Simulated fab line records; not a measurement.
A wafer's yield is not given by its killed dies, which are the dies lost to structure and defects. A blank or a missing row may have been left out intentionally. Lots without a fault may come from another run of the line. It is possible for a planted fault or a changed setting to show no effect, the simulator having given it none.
Which of the tools did it? | flow sky130 | 14 lots, 42 wafers sampled, at 4 steps of a route of 708

== WHAT EACH GAUGE READ, for each wafer ==
SKY_VT_ADJUST_HVTR_CD_MEAS_07 targets a cd of 380 nm.
lot  | measured     | on        | cd nm (nm)
L265 | day 9 17:00  | cd sem-02 | 379.9 379.8 381.3
L266 | day 10 01:29 | cd sem-01 | 381.0 379.7 383.0
L267 | day 10 04:54 | cd sem-01 | 380.0 381.2 381.1
L268 | day 10 18:14 | cd sem-01 | 380.3 378.6 378.1
L274 | day 12 10:19 | cd sem-02 | 386.8 383.0 383.5
L278 | day 13 13:17 | cd sem-02 | 379.6 379.6 379.0
L279 | day 13 21:52 | cd sem-02 | 380.6 383.8 382.3
L280 | day 14 04:39 | cd sem-02 | 379.9 377.3 378.1
L282 | day 14 21:29 | cd sem-02 | 377.9 375.4 376.4
L283 | day 15 00:35 | cd sem-02 | 380.7 380.3 378.8
L284 | day 15 08:28 | cd sem-02 | 382.0 383.9 382.4
L285 | day 15 22:52 | cd sem-02 | 377.6 376.3 376.5
L287 | day 16 09:02 | cd sem-01 | 381.7 380.6 381.0
L286 | day 16 11:34 | cd sem-02 | 377.5 378.2 376.0

SKY_VT_ADJUST_PCH_OVL_MEAS_07.
lot  | measured     | on         | VT_ADJUST_PCH_OVL (nm)
L265 | day 10 15:50 | overlay-01 | -0.5 -1.2 -1.0
L266 | day 11 00:49 | overlay-02 | 0.8 0.4 0.8
L267 | day 11 03:31 | overlay-01 | -2.6 -3.2 -3.3
L268 | day 11 18:13 | overlay-01 | -1.6 -0.7 -0.3
L274 | day 13 10:04 | overlay-01 | -1.8 -1.2 -1.9
L278 | day 14 15:25 | overlay-02 | -1.0 -0.6 1.3
L279 | day 14 23:52 | overlay-02 | -1.2 0.8 0.3
L280 | day 15 07:16 | overlay-01 | -2.9 -3.2 -2.1
L282 | day 15 23:02 | overlay-02 | 0.2 -0.4 0.4
L283 | day 16 01:26 | overlay-01 | -1.6 -2.1 -0.4
L284 | day 16 12:22 | overlay-01 | -0.5 0.6 -1.0
L285 | day 17 04:31 | overlay-01 | 0.8 -0.1 -0.3
L287 | day 17 13:55 | overlay-01 | -1.8 -1.8 -1.8
L286 | day 17 15:44 | overlay-01 | -0.9 -1.4 0.9

SKY_SONOS_ONO_THK_MEAS_01.
lot  | measured     | on            | SONOS_ONO_OXIDATION_THK (nm)
L265 | day 11 22:43 | film metro-01 | 2.65 2.64 2.59
L266 | day 12 07:56 | film metro-04 | 2.61 2.61 2.68
L267 | day 12 07:57 | film metro-03 | 2.63 2.56 2.56
L268 | day 13 00:39 | film metro-04 | 2.58 2.57 2.60
L274 | day 14 13:36 | film metro-03 | 2.61 2.69 2.55
L278 | day 15 19:48 | film metro-04 | 2.59 2.67 2.66
L279 | day 16 05:56 | film metro-04 | 2.55 2.56 2.58
L280 | day 16 13:10 | film metro-04 | 2.59 2.60 2.62
L282 | day 17 09:28 | film metro-01 | 2.61 2.59 2.62
L283 | day 17 09:28 | film metro-03 | 2.64 2.70 2.67
L284 | day 17 23:28 | film metro-01 | 2.58 2.57 2.54
L285 | day 18 18:44 | film metro-03 | 2.61 2.61 2.63
L287 | day 19 04:26 | film metro-04 | 2.60 2.62 2.61
L286 | day 19 04:27 | film metro-01 | 2.65 2.65 2.67

== WHICH TOOL RAN EACH LOT (tool, then ch and the chambers of the sampled wafers, then the start) ==
lot  | SKY_VT_ADJUST_LVTN_SOFTBAKE_14
L265 | litho track-03 ch 0, day 7 12:05
L266 | litho track-04 ch 0, day 7 20:37
L267 | litho track-04 ch 0, day 7 23:47
L268 | litho track-04 ch 0, day 8 12:22
L274 | litho track-04 ch 0, day 10 00:19
L278 | litho track-02 ch 0, day 11 02:11
L279 | litho track-02 ch 0, day 11 10:16
L280 | litho track-02 ch 0, day 11 16:05
L282 | litho track-03 ch 0, day 12 07:07
L283 | litho track-04 ch 0, day 12 10:37
L284 | litho track-02 ch 0, day 12 17:34
L285 | litho track-02 ch 0, day 13 05:37
L287 | litho track-02 ch 0, day 13 15:08
L286 | litho track-03 ch 0, day 13 16:49
- SKY_VT_ADJUST_LVTN_SOFTBAKE_14: time 60 s.

== AS READ BY THE TOOLS THEMSELVES (means over the sampled wafers that have a number; for cases with no such wafer, the mark the record gives instead) ==
SKY_VT_ADJUST_LVTN_SOFTBAKE_14.
lot  | tool           | run length s (s)
L265 | litho track-03 | 89.06
L266 | litho track-04 | 88.91
L267 | litho track-04 | 88.82
L268 | litho track-04 | 112.40
L274 | litho track-04 | 112.31
L278 | litho track-02 | 89.55
L279 | litho track-02 | 89.70
L280 | litho track-02 | 89.57
L282 | litho track-03 | 89.05
L283 | litho track-04 | 88.89
L284 | litho track-02 | 89.39
L285 | litho track-02 | 89.41
L287 | litho track-02 | 89.49
L286 | litho track-03 | 89.09

== THE ANSWER, worked out from the rows above alone ==
Rule: the usual values come from the lots themselves. Put in order of their means at a reading, lots are off if they are a third of the lots or fewer, leave a main group of 4 or more, and stand apart from it by a gap of 3 or more times the standard deviation of the main group's means; of several such gaps the widest counts. The tables above print the reading to a certain number of digits; a main group whose means all agree to those digits is not used. A lot without any number at a reading at which 4 lots or more have one is off too. The other lots that the step has rows for count as sound. After the gauges, taken in route order, come the tools' own readings; for these a lot's mean is taken, as printed above. The first step at which some lot is off is used, and at that step the reading that is off furthest; a lot without a number counts as furthest.
Off at SKY_VT_ADJUST_LVTN_SOFTBAKE_14 (run length s): L268, L274. For the main group the mean is 89.24 s and the standard deviation 0.29.
A tool fits if, at that step or a process step before it, it ran every lot that is off, and no sound lot after the first of them. Of those tried, none fits.

== WHAT THE SIMULATOR HAD PUT IN ==
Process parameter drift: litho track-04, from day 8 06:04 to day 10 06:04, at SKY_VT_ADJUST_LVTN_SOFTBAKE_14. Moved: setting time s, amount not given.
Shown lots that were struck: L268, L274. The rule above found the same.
